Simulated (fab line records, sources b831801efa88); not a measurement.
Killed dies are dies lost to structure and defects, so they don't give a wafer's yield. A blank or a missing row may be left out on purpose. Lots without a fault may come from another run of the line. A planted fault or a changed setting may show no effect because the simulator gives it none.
fab line records | flow sky130
record lots=12 wafers=36 last_day=50
route steps=708 shown PWDE@52 NWELL@78 VT_ADJUST_HVTP@93 VT_ADJUST_LVTN@101 PAD_OPEN@708
lots that met no fault: from a run of the same line without faults
start_h: hours from the record's first day to the start of the lot's first wafer shown | wait_h: hours since the lot's step before | " the same as in the row above | L1.1+2: a row that stands for several wafers | - no value, or no start given | * or withheld: withheld | < > ~ a bound
route shown NAME@n: a module of which the file shows steps, and the number in the route of the first | usual: mean/standard deviation of fault-free wafers | same: alike in all rows | chamber/n: place in a boat | sites: the reading at each site | _std_site: their standard deviation | _edge_site: outer sites' mean less inner sites' | radius_mm: how far each site lies from the wafer's centre | mask NAME#n: copy n | behind: the tool/chamber that last shaped the wafer | hold: why the lot was held/for how many hours/how that ended | device: the transistor (n, p or np) that didn't switch | end of line: the same wafers' tests at the end of the route | a step without rows: its recipe alone | killed: dies lost to structure and defects at the first sort, not the wafer's yield | map: a wafer's dies, x killed, . not, _ none there
set.NAME: the setting as run; set.NAME@STEP: as run at that earlier step | model.NAME: the simulator's own value behind a step, which no gauge read
steps of the route over a sample of lots; a table a step, a row a wafer
services: from which hour (start_h, from the record's first day; less than 0 if before it) a tool's chamber was out of use, for how many hours, and why
## steps
# step SKY_PWDE_OVL_MEAS_07
# usual PWDE_OVL=-0.2/1.2
# columns lot.wafer tool chamber start_h wait_h PWDE_OVL[nm]
L974.1 overlay-02 - 69.48 - -0.8
L974.4 " - " " -0.4
L974.6 " - " " -0.9
L975.3 overlay-02 - 75.55 - -1.2
L975.4 " - " " -1.0
L975.5 " - " " -1.1
L976.1 overlay-02 - 80.23 - 0.5
L976.2 " - " " 1.2
L976.6 " - " " 0.7
L979.2 overlay-02 - 95.72 - 0.2
L979.3 " - " " 1.0
L979.4 " - " " 1.5
L980.1 overlay-01 - 100.07 - -2.1
L980.2 " - " " -2.0
L980.5 " - " " -0.9
L981.1 overlay-01 - 105.14 - -0.9
L981.3 " - " " 1.7
L981.4 " - " " 1.3
L982.3 overlay-01 - 114.24 - -0.4
L982.5 " - " " 1.3
L982.6 " - " " 0.1
L985.2 overlay-02 - 128.79 - -0.8
L985.4 " - " " 0.6
L985.5 " - " " -0.8
L989.4 overlay-02 - 151.08 - 0.9
L989.5 " - " " -0.8
L989.6 " - " " -0.5
L991.4 overlay-01 - 163.86 - -0.8
L991.5 " - " " -2.9
L991.6 " - " " -0.7
L995.1 overlay-01 - 184.94 - -1.0
L995.2 " - " " -0.4
L995.5 " - " " 0.3
L996.3 overlay-01 - 190.98 - 0.2
L996.4 " - " " -2.7
L996.5 " - " " -0.8
# step SKY_NWELL_STRIP_25
# recipe chemistry=O2/N2 power_w=1400 pressure_mtorr=1500 platen_temp_c=withheld o2_flow_sccm=3000 n2_flow_sccm=300 overash_fraction=0.5
# usual drypump_motor_current_A=5.4/0.59 oes_product_au=0.723/0.0046 strip_time_to_endpoint_s=36.97/0.11
# columns lot.wafer tool chamber start_h wait_h drypump_motor_current_A oes_product_au rf_hours_counter_h strip_time_to_endpoint_s
L974.1 plasma_asher-03 0 105.22 0.1 6.5 0.718 30 37.15
L974.4 " 0 " " 6.5 0.721 - 37.14
L974.6 " 0 " " 6.5 0.727 - 37.05
L975.3 plasma_asher-04 0 112.19 0.1 5.0 0.718 - 36.91
L975.4 " 1 " " 5.5 0.732 - 37.13
L975.5 " 1 " " 5.5 0.708 - 36.94
L976.1 plasma_asher-04 0 116.26 0.1 5.0 0.717 44 36.99
L976.2 " 1 " " 5.4 0.726 44 36.92
L976.6 " 1 " " 5.4 0.711 - 36.98
L979.2 plasma_asher-04 1 132.96 0.1 5.4 0.727 45 36.90
L979.3 " 0 " " 5.0 0.725 - 36.87
L979.4 " 1 " " 5.5 0.727 - 36.86
L980.1 plasma_asher-03 0 137.52 0.1 6.5 0.724 33 37.14
L980.2 " 1 " " 4.9 0.723 33 37.07
L980.5 " 1 " " 5.0 0.732 - 37.12
L981.1 plasma_asher-03 0 142.87 0.1 6.5 0.720 33 36.87
L981.3 " 0 " " 6.5 0.720 - 36.95
L981.4 " 1 " " 4.9 0.713 - 37.01
L982.3 plasma_asher-03 1 153.04 0.1 4.9 0.728 - 37.06
L982.5 " 1 " " 4.9 0.720 - 36.98
L982.6 " 0 " " 6.5 0.726 - 37.00
L985.2 plasma_asher-01 0 167.97 0.1 4.9 0.723 5 36.74
L985.4 " 1 " " 5.6 0.717 - 36.81
L985.5 " 0 " " 4.9 0.727 - 36.71
L989.4 plasma_asher-04 1 193.54 0.1 5.5 0.721 - 37.00
L989.5 " 1 " " 5.5 0.717 - 37.02
L989.6 " 0 " " 5.0 0.726 - 36.79
L991.4 plasma_asher-01 0 207.30 0.1 4.9 0.724 - 37.17
L991.5 " 0 " " 4.9 0.724 - 37.21
L991.6 " 1 " " 5.6 0.726 - 37.09
L995.1 plasma_asher-03 0 230.92 0.1 6.5 0.722 42 36.90
L995.2 " 1 " " 4.9 0.717 42 36.84
L995.5 " 0 " " 6.5 0.728 - 36.79
L996.3 plasma_asher-04 0 236.20 0.1 5.0 0.719 - 36.91
L996.4 " 1 " " 5.5 0.726 - 36.81
L996.5 " 1 " " 5.5 0.729 - 36.96
# step SKY_VT_ADJUST_HVTP_OVL_MEAS_08
# usual VT_ADJUST_HVTP_OVL=-0.6/1.4
# columns lot.wafer tool chamber start_h wait_h VT_ADJUST_HVTP_OVL[nm]
L974.1 overlay-02 - 124.25 0.1 0.2
L974.4 " - " " -0.3
L974.6 " - " " -0.6
L975.3 overlay-02 - 131.56 0.1 0.4
L975.4 " - " " 1.8
L975.5 " - " " 0.7
L976.1 overlay-01 - 135.27 0.1 1.1
L976.2 " - " " -1.2
L976.6 " - " " 0.1
L979.2 overlay-02 - 152.00 0.1 -0.2
L979.3 " - " " 0.7
L979.4 " - " " 0.4
L980.1 overlay-01 - 157.09 0.1 -2.5
L980.2 " - " " -2.1
L980.5 " - " " -0.4
L981.1 overlay-01 - 163.10 0.1 0.6
L981.3 " - " " -2.5
L981.4 " - " " -1.2
L982.3 overlay-02 - 173.66 0.1 -2.6
L982.5 " - " " -1.5
L982.6 " - " " -2.4
L985.2 overlay-02 - 188.96 0.1 0.3
L985.4 " - " " -0.7
L985.5 " - " " -0.9
L989.4 overlay-01 - 215.87 0.1 -1.5
L989.5 " - " " 1.5
L989.6 " - " " 0.1
L991.4 overlay-02 - 230.36 0.1 -0.8
L991.5 " - " " -1.1
L991.6 " - " " -1.4
L995.1 overlay-01 - 254.55 0.1 -0.6
L995.2 " - " " -0.8
L995.5 " - " " -0.2
L996.3 overlay-02 - 260.11 0.1 -1.4
L996.4 " - " " -2.1
L996.5 " - " " -3.1
# step SKY_VT_ADJUST_LVTN_EXPOSE_04
# recipe mask_id=NWM_COMPLEMENT_LESS_NATIVE na=0.6 source_shape=conventional sigma_outer=0.6 polarization=unpolarized target_cd_nm=840 dose_mj=194
# usual stage_vel_mm_s=499.97/0.26
# columns lot.wafer tool chamber start_h wait_h mask stage_vel_mm_s
L974.1 iline_stepper-01 0 134.09 - NWM_COMPLEMENT_LESS_NATIVE#0 500.03
L974.4 " 0 " " NWM_COMPLEMENT_LESS_NATIVE#0 499.94
L974.6 " 0 " " NWM_COMPLEMENT_LESS_NATIVE#0 500.04
L975.3 iline_stepper-01 0 141.47 - NWM_COMPLEMENT_LESS_NATIVE#0 499.73
L975.4 " 0 " " NWM_COMPLEMENT_LESS_NATIVE#0 500.11
L975.5 " 0 " " NWM_COMPLEMENT_LESS_NATIVE#0 500.05
L976.1 iline_stepper-01 0 144.93 - NWM_COMPLEMENT_LESS_NATIVE#0 499.91
L976.2 " 0 " " NWM_COMPLEMENT_LESS_NATIVE#0 500.10
L976.6 " 0 " " NWM_COMPLEMENT_LESS_NATIVE#0 499.61
L979.2 iline_stepper-02 0 162.35 - NWM_COMPLEMENT_LESS_NATIVE#0 500.20
L979.3 " 0 " " NWM_COMPLEMENT_LESS_NATIVE#0 500.24
L979.4 " 0 " " NWM_COMPLEMENT_LESS_NATIVE#0 500.04
L980.1 iline_stepper-01 0 168.15 - NWM_COMPLEMENT_LESS_NATIVE#0 500.48
L980.2 " 0 " " NWM_COMPLEMENT_LESS_NATIVE#0 500.31
L980.5 " 0 " " NWM_COMPLEMENT_LESS_NATIVE#0 500.36
L981.1 iline_stepper-01 0 173.27 - NWM_COMPLEMENT_LESS_NATIVE#0 500.14
L981.3 " 0 " " NWM_COMPLEMENT_LESS_NATIVE#0 500.28
L981.4 " 0 " " NWM_COMPLEMENT_LESS_NATIVE#0 500.07
L982.3 iline_stepper-01 0 184.47 - NWM_COMPLEMENT_LESS_NATIVE#0 500.09
L982.5 " 0 " " NWM_COMPLEMENT_LESS_NATIVE#0 499.88
L982.6 " 0 " " NWM_COMPLEMENT_LESS_NATIVE#0 499.54
L985.2 iline_stepper-02 0 199.84 - NWM_COMPLEMENT_LESS_NATIVE#0 500.04
L985.4 " 0 " " NWM_COMPLEMENT_LESS_NATIVE#0 500.02
L985.5 " 0 " " NWM_COMPLEMENT_LESS_NATIVE#0 499.89
L989.4 iline_stepper-02 0 227.54 - NWM_COMPLEMENT_LESS_NATIVE#0 499.81
L989.5 " 0 " " NWM_COMPLEMENT_LESS_NATIVE#0 499.40
L989.6 " 0 " " NWM_COMPLEMENT_LESS_NATIVE#0 499.87
L991.4 iline_stepper-02 0 242.44 - NWM_COMPLEMENT_LESS_NATIVE#0 499.84
L991.5 " 0 " " NWM_COMPLEMENT_LESS_NATIVE#0 500.39
L991.6 " 0 " " NWM_COMPLEMENT_LESS_NATIVE#0 500.10
L995.1 iline_stepper-02 0 266.86 - NWM_COMPLEMENT_LESS_NATIVE#0 500.14
L995.2 " 0 " " NWM_COMPLEMENT_LESS_NATIVE#0 500.29
L995.5 " 0 " " NWM_COMPLEMENT_LESS_NATIVE#0 500.50
L996.3 iline_stepper-02 0 272.48 - NWM_COMPLEMENT_LESS_NATIVE#0 499.61
L996.4 " 0 " " NWM_COMPLEMENT_LESS_NATIVE#0 499.72
L996.5 " 0 " " NWM_COMPLEMENT_LESS_NATIVE#0 499.66
# step SKY_VT_ADJUST_LVTN_OVL_MEAS_07
# usual VT_ADJUST_LVTN_OVL=0.7/1.3
# columns lot.wafer tool chamber start_h wait_h VT_ADJUST_LVTN_OVL[nm]
L974.1 overlay-02 - 143.68 - 2.3
L974.4 " - " " 0.9
L974.6 " - " " -0.1
L975.3 overlay-01 - 150.85 - 0.2
L975.4 " - " " 0.0
L975.5 " - " " 2.4
L976.1 overlay-01 - 154.37 - -0.5
L976.2 " - " " 1.8
L976.6 " - " " 0.5
L979.2 overlay-01 - 172.32 - 1.1
L979.3 " - " " 0.1
L979.4 " - " " 0.6
L980.1 overlay-01 - 177.82 - 1.6
L980.2 " - " " 1.1
L980.5 " - " " 0.4
L981.1 overlay-02 - 183.92 - 290.0
L981.3 " - " " 290.3
L981.4 " - " " 290.8
L982.3 overlay-02 - 195.10 - 286.6
L982.5 " - " " 290.5
L982.6 " - " " 290.2
L985.2 overlay-02 - 210.99 - 2.3
L985.4 " - " " -1.2
L985.5 " - " " 0.8
L989.4 overlay-02 - 238.90 - 0.8
L989.5 " - " " 1.1
L989.6 " - " " 1.7
L991.4 overlay-02 - 253.70 - -0.7
L991.5 " - " " -0.1
L991.6 " - " " 1.0
L995.1 overlay-01 - 278.52 - -0.7
L995.2 " - " " 0.5
L995.5 " - " " 0.4
L996.3 overlay-01 - 284.99 - 0.1
L996.4 " - " " -0.7
L996.5 " - " " -1.4
# step SKY_PAD_OPEN_PROBE_99
# usual killed_at_M0_to_M3=42/7.2 killed_at_M4_up=3.4/2.1 killed_at_contacts=24/5.4 killed_at_front_end=15/4 killed_at_other=0.3/0.53 killed_dies=85/8.8 killed_on_rim=16/3.5 killed_open=47/6.7 killed_short=38/6.5
# same gross_dies=492 killed_at_back_side=0
# columns lot.wafer tool chamber start_h wait_h killed_at_M0_to_M3 killed_at_M4_up killed_at_contacts killed_at_front_end killed_at_other killed_dies killed_on_rim killed_open killed_short
L974.1 prober-02 - 1079.14 0.1 41 4 29 23 1 98 19 52 46
L974.4 prober-02 - 1079.29 0.2 46 4 23 13 1 87 18 54 33
L974.6 prober-02 - 1079.39 0.2 40 3 33 10 0 86 22 47 39
L975.3 prober-01 - 1087.99 0.2 46 4 29 11 0 90 20 47 43
L975.4 prober-01 - 1088.04 0.2 46 2 26 14 0 88 18 45 43
L975.5 prober-01 - 1088.09 0.2 44 2 17 11 0 74 16 41 33
L976.1 prober-02 - 1093.88 0.1 50 3 24 17 0 94 12 52 42
L976.2 prober-02 - 1093.93 0.1 55 5 23 16 0 99 27 57 41
L976.6 prober-02 - 1094.13 0.2 54 2 24 16 0 96 22 57 39
L979.2 prober-01 - 1108.43 0.1 49 2 35 20 0 106 20 62 44
L979.3 prober-01 - 1108.48 0.2 41 6 21 13 0 81 14 47 32
L979.4 prober-01 - 1108.53 0.2 55 3 26 8 0 92 14 64 28
L980.1 prober-02 - 1117.48 0.1 39 2 30 11 0 82 17 41 41
L980.2 prober-02 - 1117.53 0.1 42 6 19 8 0 75 13 39 35
L980.5 prober-02 - 1117.68 0.2 49 4 26 8 0 87 20 52 35
L981.1 prober-01 - 1120.81 0.1 39 3 29 343 0 414 85 38 47
L981.3 prober-01 - 1120.91 0.2 40 5 29 347 0 421 78 50 39
L981.4 prober-01 - 1120.96 0.2 35 5 27 351 0 418 85 39 42
L982.3 prober-02 - 1130.73 0.2 46 2 20 349 1 418 79 50 36
L982.5 prober-02 - 1130.83 0.2 35 8 22 343 0 408 84 46 34
L982.6 prober-02 - 1130.88 0.2 36 2 14 366 2 420 81 43 31
L985.2 prober-01 - 1143.00 0.1 44 5 24 6 0 79 13 41 38
L985.4 prober-01 - 1143.10 0.2 35 3 32 11 0 81 12 45 36
L985.5 prober-01 - 1143.15 0.2 53 3 31 10 0 97 16 54 43
L989.4 prober-01 - 1164.39 0.2 65 3 16 16 0 100 22 47 53
L989.5 prober-01 - 1164.44 0.2 29 3 25 16 1 74 13 45 29
L989.6 prober-01 - 1164.49 0.2 36 12 18 10 0 76 15 45 31
L991.4 prober-01 - 1176.63 0.2 35 13 27 11 1 87 17 46 41
L991.5 prober-01 - 1176.68 0.2 38 2 15 15 0 70 12 29 41
L991.6 prober-01 - 1176.73 0.2 42 3 23 17 0 85 22 47 36
L995.1 prober-02 - 1193.04 0.1 27 4 30 13 0 74 16 46 28
L995.2 prober-02 - 1193.09 0.1 56 4 25 14 0 99 15 58 41
L995.5 prober-02 - 1193.24 0.2 47 4 22 18 0 91 18 57 34
L996.3 prober-01 - 1196.94 0.2 37 3 27 10 2 79 12 43 35
L996.4 prober-01 - 1196.99 0.2 53 4 24 16 0 97 22 53 43
L996.5 prober-01 - 1197.04 0.2 46 2 28 20 1 97 13 51 46
# killed by level:class
L974.1 CONTACT:geometric_particle:open=12 LI_CONTACT:geometric_particle:open=8 METAL1:geometric_particle:short=8 VIA1:geometric_particle:open=7 FIELD_ISO:geometric_particle:short=6 FIELD_ISO:geometric_particle:open=6 LOCAL_INTERCONNECT:geometric_particle:short=6 POLY_GATE:geometric_particle:short=4
L974.4 VIA1:geometric_particle:open=17 CONTACT:geometric_particle:open=10 LI_CONTACT:geometric_particle:open=6 METAL1:geometric_particle:short=5 VIA2:geometric_particle:open=5 METAL3:geometric_particle:short=4 METAL2:geometric_particle:short=4 VIA3:geometric_particle:short=4
L974.6 LI_CONTACT:geometric_particle:open=11 VIA1:geometric_particle:open=10 CONTACT:geometric_particle:open=9 CONTACT:geometric_particle:short=8 METAL1:geometric_particle:short=6 METAL2:geometric_particle:short=6 VIA2:geometric_particle:open=5 VIA1:geometric_particle:short=5
L975.3 LI_CONTACT:geometric_particle:open=12 VIA1:geometric_particle:open=12 METAL2:geometric_particle:short=9 CONTACT:geometric_particle:open=7 VIA1:geometric_particle:short=7 FIELD_ISO:geometric_particle:open=5 LOCAL_INTERCONNECT:geometric_particle:short=5 VIA2:geometric_particle:short=4
L975.4 CONTACT:geometric_particle:open=11 VIA1:geometric_particle:short=9 VIA1:geometric_particle:open=8 VIA2:geometric_particle:open=8 METAL2:geometric_particle:short=7 LI_CONTACT:geometric_particle:open=5 LOCAL_INTERCONNECT:geometric_particle:short=5 CONTACT:geometric_particle:short=5
L975.5 VIA1:geometric_particle:open=9 VIA2:geometric_particle:open=8 METAL1:geometric_particle:short=6 LI_CONTACT:geometric_particle:open=5 CONTACT:geometric_particle:open=5 POLY_GATE:geometric_particle:open=4 VIA3:geometric_particle:short=4 METAL2:geometric_particle:short=4
L976.1 VIA1:geometric_particle:open=13 VIA2:geometric_particle:open=9 VIA1:geometric_particle:short=9 LI_CONTACT:geometric_particle:open=8 CONTACT:geometric_particle:short=6 CONTACT:geometric_particle:open=6 VIA3:geometric_particle:open=6 FIELD_ISO:geometric_particle:short=5
L976.2 VIA1:geometric_particle:open=14 METAL2:geometric_particle:short=10 CONTACT:geometric_particle:open=9 VIA2:geometric_particle:open=8 LI_CONTACT:geometric_particle:open=6 VIA1:geometric_particle:short=6 FIELD_ISO:geometric_particle:short=4 METAL1:geometric_particle:open=4
L976.6 VIA1:geometric_particle:open=14 CONTACT:geometric_particle:open=10 VIA2:geometric_particle:open=8 METAL2:geometric_particle:short=8 FIELD_ISO:geometric_particle:open=7 METAL1:geometric_particle:short=6 LI_CONTACT:geometric_particle:open=5 VIA1:geometric_particle:short=5
L979.2 CONTACT:geometric_particle:open=13 LI_CONTACT:geometric_particle:open=9 FIELD_ISO:geometric_particle:short=8 CONTACT:geometric_particle:short=8 VIA1:geometric_particle:open=8 VIA3:geometric_particle:open=8 VIA2:geometric_particle:open=6 METAL1:geometric_particle:short=6
L979.3 VIA1:geometric_particle:open=19 LI_CONTACT:geometric_particle:open=7 CONTACT:geometric_particle:open=7 METAL2:geometric_particle:short=6 FIELD_ISO:geometric_particle:open=4 POLY_GATE:geometric_particle:short=4 VIA1:geometric_particle:short=4 CONTACT:geometric_particle:short=4
L979.4 VIA1:geometric_particle:open=15 CONTACT:geometric_particle:open=12 VIA3:geometric_particle:open=11 VIA2:geometric_particle:open=9 CONTACT:geometric_particle:short=6 VIA1:geometric_particle:short=6 LI_CONTACT:geometric_particle:open=5 METAL2:geometric_particle:open=3
L980.1 CONTACT:geometric_particle:open=11 VIA1:geometric_particle:open=8 CONTACT:geometric_particle:short=7 LI_CONTACT:geometric_particle:open=6 LOCAL_INTERCONNECT:geometric_particle:short=6 METAL1:geometric_particle:short=5 VIA1:geometric_particle:short=5 VIA2:geometric_particle:short=5
L980.2 VIA1:geometric_particle:open=13 VIA3:geometric_particle:open=10 CONTACT:geometric_particle:short=7 VIA1:geometric_particle:short=6 CONTACT:geometric_particle:open=4 VIA2:geometric_particle:open=4 METAL4:geometric_particle:short=4 LI_CONTACT:geometric_particle:open=3
L980.5 CONTACT:geometric_particle:open=11 VIA3:geometric_particle:open=9 METAL2:geometric_particle:short=9 VIA2:geometric_particle:open=9 VIA1:geometric_particle:open=8 LI_CONTACT:geometric_particle:open=5 LOCAL_INTERCONNECT:geometric_particle:short=5 METAL1:geometric_particle:short=5
L981.1 VT_ADJUST_LVTN:overlay=329 CONTACT:geometric_particle:open=12 LI_CONTACT:geometric_particle:open=9 VIA3:geometric_particle:short=7 VIA1:geometric_particle:short=7 FIELD_ISO:geometric_particle:short=6 CONTACT:geometric_particle:short=5 METAL1:geometric_particle:short=4
L981.3 VT_ADJUST_LVTN:overlay=332 VIA1:geometric_particle:open=12 CONTACT:geometric_particle:open=11 LOCAL_INTERCONNECT:geometric_particle:short=7 LI_CONTACT:geometric_particle:open=5 CONTACT:geometric_particle:short=5 METAL1:geometric_particle:short=5 VIA2:geometric_particle:open=5
L981.4 VT_ADJUST_LVTN:overlay=337 CONTACT:geometric_particle:open=10 VIA1:geometric_particle:short=9 VIA1:geometric_particle:open=7 LOCAL_INTERCONNECT:geometric_particle:short=6 VIA2:geometric_particle:open=5 METAL2:geometric_particle:short=5 POLY_GATE:geometric_particle:open=4
L982.3 VT_ADJUST_LVTN:overlay=331 VIA1:geometric_particle:open=16 CONTACT:geometric_particle:open=8 VIA3:geometric_particle:open=6 POLY_GATE:geometric_particle:open=5 METAL3:geometric_particle:short=5 FIELD_ISO:geometric_particle:short=4 LOCAL_INTERCONNECT:geometric_particle:short=4
L982.5 VT_ADJUST_LVTN:overlay=327 CONTACT:geometric_particle:open=12 VIA1:geometric_particle:open=7 FIELD_ISO:geometric_particle:short=5 VIA3:geometric_particle:open=5 METAL4:geometric_particle:short=5 LI_CONTACT:geometric_particle:open=4 CONTACT:geometric_particle:short=4
L982.6 VT_ADJUST_LVTN:overlay=344 VIA1:geometric_particle:open=16 FIELD_ISO:geometric_particle:short=6 FIELD_ISO:geometric_particle:open=6 CONTACT:geometric_particle:open=6 SPACER:geometric_particle:open=6 METAL1:geometric_particle:short=6 VIA2:geometric_particle:short=4
L985.2 METAL2:geometric_particle:short=8 VIA1:geometric_particle:open=8 VIA2:geometric_particle:open=8 LI_CONTACT:geometric_particle:open=7 VIA1:geometric_particle:short=7 CONTACT:geometric_particle:short=6 CONTACT:geometric_particle:open=5 VIA3:geometric_particle:open=5
L985.4 CONTACT:geometric_particle:open=11 VIA1:geometric_particle:open=8 LI_CONTACT:geometric_particle:open=7 LOCAL_INTERCONNECT:geometric_particle:short=7 CONTACT:geometric_particle:short=6 VIA2:geometric_particle:open=6 METAL2:geometric_particle:short=5 VIA3:geometric_particle:open=4
L985.5 LI_CONTACT:geometric_particle:open=11 VIA1:geometric_particle:open=11 VIA3:geometric_particle:open=10 CONTACT:geometric_particle:open=9 METAL2:geometric_particle:short=8 VIA2:geometric_particle:open=6 METAL1:geometric_particle:short=5 VIA1:geometric_particle:short=5
L989.4 VIA1:geometric_particle:open=13 VIA1:geometric_particle:short=11 METAL2:geometric_particle:short=10 VIA3:geometric_particle:open=9 POLY_GATE:geometric_particle:short=7 VIA2:geometric_particle:open=7 METAL1:geometric_particle:short=6 POLY_GATE:geometric_particle:open=4
L989.5 LI_CONTACT:geometric_particle:open=12 VIA1:geometric_particle:open=7 CONTACT:geometric_particle:open=6 VIA2:geometric_particle:open=5 POLY_GATE:geometric_particle:open=4 METAL1:geometric_particle:short=4 VIA3:geometric_particle:open=4 FIELD_ISO:geometric_particle:short=3
L989.6 CONTACT:geometric_particle:open=10 VIA1:geometric_particle:open=9 METAL4:geometric_particle:short=7 VIA3:geometric_particle:open=7 METAL1:geometric_particle:short=5 VIA1:geometric_particle:short=5 VIA2:geometric_particle:open=5 FIELD_ISO:geometric_particle:open=4
L991.4 VIA1:geometric_particle:open=10 CONTACT:geometric_particle:open=9 METAL4:geometric_particle:short=8 VIA2:geometric_particle:open=7 LI_CONTACT:geometric_particle:open=6 METAL2:geometric_particle:short=6 LOCAL_INTERCONNECT:geometric_particle:short=5 VIA1:geometric_particle:short=5
L991.5 VIA3:geometric_particle:short=8 FIELD_ISO:geometric_particle:short=7 VIA1:geometric_particle:open=7 CONTACT:geometric_particle:short=5 VIA3:geometric_particle:open=5 POLY_GATE:geometric_particle:short=4 METAL1:geometric_particle:short=4 VIA2:geometric_particle:open=4
L991.6 VIA1:geometric_particle:open=13 CONTACT:geometric_particle:open=9 FIELD_ISO:geometric_particle:short=7 LI_CONTACT:geometric_particle:open=7 VIA2:geometric_particle:open=6 METAL1:geometric_particle:short=5 LOCAL_INTERCONNECT:geometric_particle:short=4 VIA3:geometric_particle:short=4
L995.1 LI_CONTACT:geometric_particle:open=10 CONTACT:geometric_particle:open=6 VIA1:geometric_particle:open=6 FIELD_ISO:geometric_particle:open=5 POLY_GATE:geometric_particle:open=5 LOCAL_INTERCONNECT:geometric_particle:short=5 VIA1:geometric_particle:short=5 CONTACT:geometric_particle:short=4
L995.2 CONTACT:geometric_particle:open=12 VIA1:geometric_particle:open=10 VIA1:geometric_particle:short=9 VIA3:geometric_particle:open=8 LI_CONTACT:geometric_particle:open=7 METAL2:geometric_particle:short=7 VIA2:geometric_particle:open=6 METAL3:geometric_particle:short=6
L995.5 VIA1:geometric_particle:open=16 LI_CONTACT:geometric_particle:open=8 CONTACT:geometric_particle:open=8 FIELD_ISO:geometric_particle:open=6 METAL1:geometric_particle:short=5 METAL2:geometric_particle:short=5 VIA2:geometric_particle:open=5 VIA3:geometric_particle:open=5
L996.3 VIA1:geometric_particle:open=11 CONTACT:geometric_particle:open=9 LI_CONTACT:geometric_particle:open=8 LI_CONTACT:geometric_particle:short=6 METAL1:geometric_particle:short=6 METAL2:geometric_particle:short=5 VIA3:geometric_particle:open=5 POLY_GATE:geometric_particle:short=3
L996.4 VIA3:geometric_particle:open=10 VIA1:geometric_particle:open=8 METAL2:geometric_particle:short=8 VIA2:geometric_particle:open=8 CONTACT:geometric_particle:open=7 LI_CONTACT:geometric_particle:open=7 VIA3:geometric_particle:short=6 LOCAL_INTERCONNECT:geometric_particle:short=5
L996.5 CONTACT:geometric_particle:open=11 VIA1:geometric_particle:open=8 METAL1:geometric_particle:short=7 METAL2:geometric_particle:short=6 VIA3:geometric_particle:open=6 CONTACT:geometric_particle:short=5 METAL2:geometric_particle:open=5 FIELD_ISO:geometric_particle:short=4
## services
# columns tool chamber start_h hours kind
iline_stepper-01 - 101.00 11.0 repair
plasma_asher-01 - 108.75 9.0 pm
plasma_asher-01 0 108.75 9.0 vent_cycle
plasma_asher-01 1 108.75 9.0 vent_cycle
plasma_asher-03 - 114.78 2.1 repair
iline_stepper-01 - 114.93 4.4 pm
plasma_asher-01 0 117.75 - clean
plasma_asher-01 1 117.75 - clean
iline_stepper-02 0 162.68 - calibration
iline_stepper-02 - 165.22 8.9 pm
plasma_asher-04 - 175.02 4.3 repair
plasma_asher-04 - 187.30 2.8 pm
plasma_asher-01 - 194.78 11.0 repair
iline_stepper-01 - 209.03 1.7 pm
iline_stepper-01 0 234.05 - calibration
iline_stepper-01 - 235.98 3.3 repair
iline_stepper-02 - 244.78 1.7 pm
plasma_asher-03 - 271.22 1.3 repair
## key
first_sign step=SKY_VT_ADJUST_LVTN_OVL_MEAS_07 reading=VT_ADJUST_LVTN_OVL direction=up sigmas=99+ usual=0.7 struck=289.7
effect step=SKY_PAD_OPEN_PROBE_99 reading=killed_at_front_end direction=up sigmas=83 usual=15 struck=350
more_kills_born_at SKY_VT_ADJUST_LVTN_EXPOSE_04@iline_stepper-01=2000
met_at SKY_VT_ADJUST_LVTN_EXPOSE_04
struck_lots L981,L982
tester_left_out L981,L982
not_acting_at SKY_PWDE_OVL_MEAS_07,SKY_NWELL_STRIP_25,SKY_VT_ADJUST_HVTP_OVL_MEAS_08
onset_between 168.15 173.27
fault kind=scanner_matching_overlay tool=iline_stepper-01 chamber=- onset_h=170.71 steps=SKY_VT_ADJUST_LVTN_EXPOSE_04 offset=287.71
# tester_left_out: of these lots the tester's yield and bins aren't shown, on N5 and GAA mostly nor the transistor test; their killed dies are dies lost to structure and defects alone, not to doping, threshold or leakage, so they don't give the yield
